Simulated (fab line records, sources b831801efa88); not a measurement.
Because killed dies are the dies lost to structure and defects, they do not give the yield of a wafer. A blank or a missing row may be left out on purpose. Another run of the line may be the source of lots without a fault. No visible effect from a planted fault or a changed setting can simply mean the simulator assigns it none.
Chamber matching :: flow gf180mcu :: GF_V4_CVD_02 on pecvd-01: 3 sister chambers
The step deposits SiO2 from TEOS, target thk 850 nm, time 94.851 s. 3 wafers are shown with their chamber, then 7 later ones without.

== WAFERS PAIRED WITH THEIR CHAMBERS ==
wafer: L187.4
chamber: 0
heater-power-w (W): 724

wafer: L189.1
chamber: 1
heater-power-w (W): 600

wafer: L189.3
chamber: 2
heater-power-w (W): 516

== WAFERS MISSING THEIR CHAMBER ==
wafer: L189.4
heater-power-w (W): 575

wafer: L197.2
heater-power-w (W): 608

wafer: L197.3
heater-power-w (W): 744

wafer: L197.6
heater-power-w (W): 581

wafer: L200.3
heater-power-w (W): 619

wafer: L200.4
heater-power-w (W): 566

wafer: L200.5
heater-power-w (W): 771

== THE CHAMBER EACH PASSED THROUGH ==
wafer: L189.4
from the rows above: can't be placed: 1 or 2
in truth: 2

wafer: L197.2
from the rows above: 1
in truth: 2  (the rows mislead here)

wafer: L197.3
from the rows above: 0
in truth: 0

wafer: L197.6
from the rows above: can't be placed: 1 or 2
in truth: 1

wafer: L200.3
from the rows above: 1
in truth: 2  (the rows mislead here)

wafer: L200.4
from the rows above: can't be placed: 1 or 2
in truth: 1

wafer: L200.5
from the rows above: 0
in truth: 0
Correctly placed: 2 of 7. Cannot be placed on the basis of these rows: 3; the candidates contain the true chamber in 3. Number placed wrongly: 2.
How it was worked out, from the rows above alone: a wafer's distance from a chamber is the root of the sum, over the readings, of the square of ((its reading less the chamber's mean) divided by the reading's scatter). If the next closest chamber is less than 2 further off than the closest, the wafer can't be placed; otherwise it belongs to the closest. For every chamber, the mean is computed from those of its wafers that are shown. The scatter: root of mean squared gap, hidden wafer to nearest shown wafer, with one shown wafer a chamber.
